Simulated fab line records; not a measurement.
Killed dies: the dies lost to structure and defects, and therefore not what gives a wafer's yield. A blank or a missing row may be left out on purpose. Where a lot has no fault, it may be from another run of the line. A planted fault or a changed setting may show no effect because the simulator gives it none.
One fault through the eyes of 2 desks / flow gf180mcu / each desk has only its own numbers; what lay behind them comes last

## FOR THE TOOL OWNER'S DESK: litho track-02
The tool's own readings at GF_TOP_METAL_COAT_09 (resist thk 1500 nm): means of the sampled wafers that have a number, for each lot that ran on this tool. If a lot's mean is further than 4 standard deviations from the usual mean, the lot is out of limits and carries the mark OUT (the distance appears in the brackets).
Columns: A = spin speed rpm at GF_TOP_METAL_COAT_09, usual 2999.8 rpm
lot=L590; first seen here=day 28 02:14; A=2998.3
lot=L591; first seen here=day 28 14:46; A=3000.5
lot=L602; first seen here=day 32 00:58; A=2878.3 (-58) OUT
lot=L603; first seen here=day 32 08:29; A=2878.1 (-58) OUT
Finding of this desk: L602, L603 out of limits; the first was L602 at day 32 00:58, on spin speed rpm at GF_TOP_METAL_COAT_09. In limits: L590, L591.

## THE METROLOGY DESK
Means of the sampled wafers that have a number, per lot and without regard to the tool the lot ran on: this is what the gauges read. If a lot's mean is further than 4 standard deviations from the usual mean, the lot is out of limits and carries the mark OUT (the distance appears in the brackets).
Columns: A = M5_OVL at GF_M5_OVL_MEAS_08, usual 2 nm
lot=L588; first seen here=day 26 05:14; A=1
lot=L590; first seen here=day 26 17:20; A=1
lot=L591; first seen here=day 27 05:31; A=8
lot=L592; first seen here=day 27 11:54; A=8
lot=L593; first seen here=day 27 21:35; A=5
lot=L595; first seen here=day 28 15:54; A=-5
lot=L602; first seen here=day 30 20:18; A=-14
lot=L603; first seen here=day 31 04:04; A=-6
lot=L606; first seen here=day 31 17:48; A=1
lot=L607; first seen here=day 31 19:36; A=6
lot=L608; first seen here=day 32 07:00; A=6
lot=L609; first seen here=day 32 08:17; A=2
This desk's finding: nothing out of limits on any of the 12 lots.

## ALL TOGETHER
On L602, L603, at day 32 00:58, an alarm was possible from the tool owner's desk.
The metrology desk saw nothing out of limits.
The metrology desk has L602, L603 on record, within its limits.
GF_TOP_METAL_COAT_09 was run on litho track-02 by each of the lots named.

## WHAT HAD BEEN PUT IN BY THE SIMULATOR
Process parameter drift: litho track-02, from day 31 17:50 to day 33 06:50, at GF_TOP_METAL_COAT_09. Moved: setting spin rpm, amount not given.
Lots struck among those shown: L602, L603.
Delay in hours, fault start to first out-of-limits reading, by desk: the tool owner's desk at 7.
